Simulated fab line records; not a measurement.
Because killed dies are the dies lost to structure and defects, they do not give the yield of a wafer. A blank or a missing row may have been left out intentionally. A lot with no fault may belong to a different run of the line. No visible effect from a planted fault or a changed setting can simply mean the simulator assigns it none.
Which tool is to blame? -- flow sky130 -- 11 lots, 33 wafers sampled, at 7 steps of a route of 708

## WHAT EACH GAUGE READ, for each wafer
SKY_POLY_GATE_THK_MEAS_04.
lot,measured,on,POLY_GATE_CVD_03_THK (nm)
L993,day 15 10:31,film metro-01,74.2 73.6 74.2
L998,day 17 02:17,film metro-03,74.8 75.1 74.3
L103,day 18 19:48,film metro-01,73.5 74.4 74.2
L104,day 19 02:51,film metro-03,75.6 75.1 75.7
L107,day 20 03:45,film metro-03,74.2 74.5 74.4
L108,day 20 13:50,film metro-03,75.7 76.6 76.4
L109,day 20 21:45,film metro-03,74.2 74.0 73.6
L111,day 21 19:47,film metro-03,75.3 75.8 75.8
L112,day 22 02:10,film metro-02,75.0 76.0 75.9
L114,day 22 12:05,film metro-01,75.4 74.7 74.7
L116,day 23 08:16,film metro-03,74.8 74.5 74.7

SKY_LDD_P_TW_MEAS_11.
lot,measured,on,LDD_P_TW
L993,day 19 05:52,film metro-02,638 636 635
L998,day 21 02:14,film metro-04,627 629 633
L103,day 22 19:19,film metro-02,638 641 639
L104,day 23 02:52,film metro-02,636 637 635
L107,day 24 03:04,film metro-01,642 642 640
L108,day 24 13:49,film metro-01,644 641 641
L109,day 24 18:58,film metro-02,635 635 633
L111,day 25 17:29,film metro-04,631 628 634
L112,day 26 01:02,film metro-02,636 639 635
L114,day 26 08:53,film metro-04,627 630 627
L116,day 27 03:44,film metro-01,638 638 637

SKY_LDD_HVN_OVL_MEAS_07.
lot,measured,on,LDD_HVN_OVL (nm)
L993,day 20 12:40,overlay-01,0.8 -0.3 -1.2
L998,day 22 08:40,overlay-01,- - -
L103,day 24 01:35,overlay-01,2.4 2.9 0.4
L104,day 24 08:31,overlay-01,1.1 -0.8 -0.7
L107,day 25 08:24,overlay-01,1.9 1.3 0.5
L108,day 25 18:56,overlay-02,-0.3 -0.6 0.5
L109,day 26 00:26,overlay-02,-1.5 -1.4 -2.6
L111,day 26 22:01,overlay-02,-2.1 -1.6 -0.4
L112,day 27 05:58,overlay-01,1.6 2.0 2.0
L114,day 27 13:25,overlay-02,-1.3 -0.2 -1.3
L116,day 28 08:15,overlay-02,-1.6 -1.0 -0.1

SKY_LDD_HVN_TW_MEAS_10.
lot,measured,on,LDD_HVN_TW
L993,day 20 12:57,film metro-03,1450 1445 1447
L998,day 22 08:57,film metro-02,30 30 30
L103,day 24 01:52,film metro-03,1445 1443 1453
L104,day 24 08:48,film metro-01,1450 1445 1454
L107,day 25 08:41,film metro-01,1442 1447 1441
L108,day 25 19:14,film metro-03,1441 1438 1432
L109,day 26 00:43,film metro-03,1437 1430 1432
L111,day 26 22:18,film metro-01,1438 1435 1441
L112,day 27 06:15,film metro-01,1435 1440 1441
L114,day 27 13:42,film metro-02,1431 1432 1445
L116,day 28 08:32,film metro-01,1443 1451 1450

SKY_LDD_LDN_TW_MEAS_13.
lot,measured,on,LDD_LDN_TW
L993,day 23 03:19,film metro-04,1463 1469 1467
L998,day 24 21:08,film metro-04,1792 1806 1798
L103,day 26 13:07,film metro-03,1477 1483 1475
L104,day 26 20:34,film metro-01,1482 1493 1487
L107,day 27 18:41,film metro-01,1479 1483 1483
L108,day 28 04:30,film metro-04,1459 1452 1462
L109,day 28 11:40,film metro-03,1491 1497 1491
L111,day 29 07:37,film metro-04,1462 1461 1463
L112,day 29 14:07,film metro-03,1485 1478 1481
L114,day 29 22:16,film metro-04,1457 1460 1458
L116,day 30 16:16,film metro-03,1477 1476 1472

## EACH LOT AND THE TOOL THAT RAN IT (in order: tool; ch and the chambers of the sampled wafers; start)
lot,SKY_LDD_P_STRIP_10,SKY_LDD_HVN_EXPOSE_04
L993,"plasma asher-01 ch 1, day 19 05:46","iline stepper-02 ch 0, day 19 21:26"
L998,"plasma asher-03 ch 0,1, day 21 02:08","iline stepper-01 ch 0, day 21 17:47"
L103,"plasma asher-02 ch 0,1, day 22 19:13","iline stepper-02 ch 0, day 23 10:53"
L104,"plasma asher-03 ch 0, day 23 02:46","iline stepper-01 ch 0, day 23 17:31"
L107,"plasma asher-03 ch 0,1, day 24 02:58","iline stepper-02 ch 0, day 24 18:02"
L108,"plasma asher-01 ch 0,1, day 24 13:43","iline stepper-02 ch 0, day 25 04:04"
L109,"plasma asher-01 ch 0,1, day 24 18:52","iline stepper-01 ch 0, day 25 09:39"
L111,"plasma asher-01 ch 0,1, day 25 17:23","iline stepper-01 ch 0, day 26 08:11"
L112,"plasma asher-01 ch 0,1, day 26 00:56","iline stepper-01 ch 0, day 26 15:17"
L114,"plasma asher-01 ch 0,1, day 26 08:46","iline stepper-01 ch 0, day 26 23:05"
L116,"plasma asher-01 ch 0,1, day 27 03:38","iline stepper-01 ch 0, day 27 17:34"
- SKY_LDD_P_STRIP_10: strips in O2/N2.
- SKY_LDD_HVN_EXPOSE_04: exposes mask HVNTM, target cd 700 nm.

## AS READ BY THE TOOLS THEMSELVES (means over the sampled wafers that have a number; for cases with no such wafer, the mark the record gives instead)
SKY_LDD_P_STRIP_10.
lot,tool,drypump motor current A (A),n2 flow sccm (sccm),oes product au (a.u.),strip time to endpoint s (s)
L993,plasma asher-01,5.3,300.0,0.721,14.18
L998,plasma asher-03,6.1,300.8,0.709,14.19
L103,plasma asher-02,5.2,300.2,0.715,14.14
L104,plasma asher-03,6.0,299.9,0.719,14.17
L107,plasma asher-03,6.1,300.2,0.714,14.17
L108,plasma asher-01,6.0,299.8,0.713,14.18
L109,plasma asher-01,5.7,300.5,0.716,14.22
L111,plasma asher-01,5.7,299.2,0.713,14.13
L112,plasma asher-01,6.0,299.8,0.716,14.16
L114,plasma asher-01,6.0,301.0,0.713,14.15
L116,plasma asher-01,5.7,300.5,0.715,14.17

## THE ANSWER, worked out from the rows above alone
Rule: the usual values come from the lots themselves. Put in order of their means at a reading, lots are off if they are a third of the lots or fewer, leave a main group of 4 or more, and stand apart from it by a gap of 3 or more times the standard deviation of the main group's means; of several such gaps the widest counts. If all means in a main group match to the digits the tables above print for the reading, that group is not used. Also off: a lot with no number at a reading for which 4 or more lots have one. The other lots that the step has rows for count as sound. After the gauges, taken in route order, come the tools' own readings; for these a lot's mean is taken, as printed above. At the first step where some lot is off, the reading lying furthest off is the one used; lots without a number count as furthest.
Off: at SKY_LDD_HVN_OVL_MEAS_07 (LDD_HVN_OVL), L998. Without a number there: L998. Main group: mean -0.1 nm, sd 1.2.
A tool fits if, at a process step before that reading, it ran every lot that is off, and no sound lot after the first of them. The gauges at SKY_LDD_HVN_OVL_MEAS_07 aren't tried: what is off there is off at SKY_LDD_HVN_TW_MEAS_10 too, on other tools, and a gauge's error can't cause that. Not one of the candidates tried fits.

## WHAT WAS PUT IN BY THE SIMULATOR
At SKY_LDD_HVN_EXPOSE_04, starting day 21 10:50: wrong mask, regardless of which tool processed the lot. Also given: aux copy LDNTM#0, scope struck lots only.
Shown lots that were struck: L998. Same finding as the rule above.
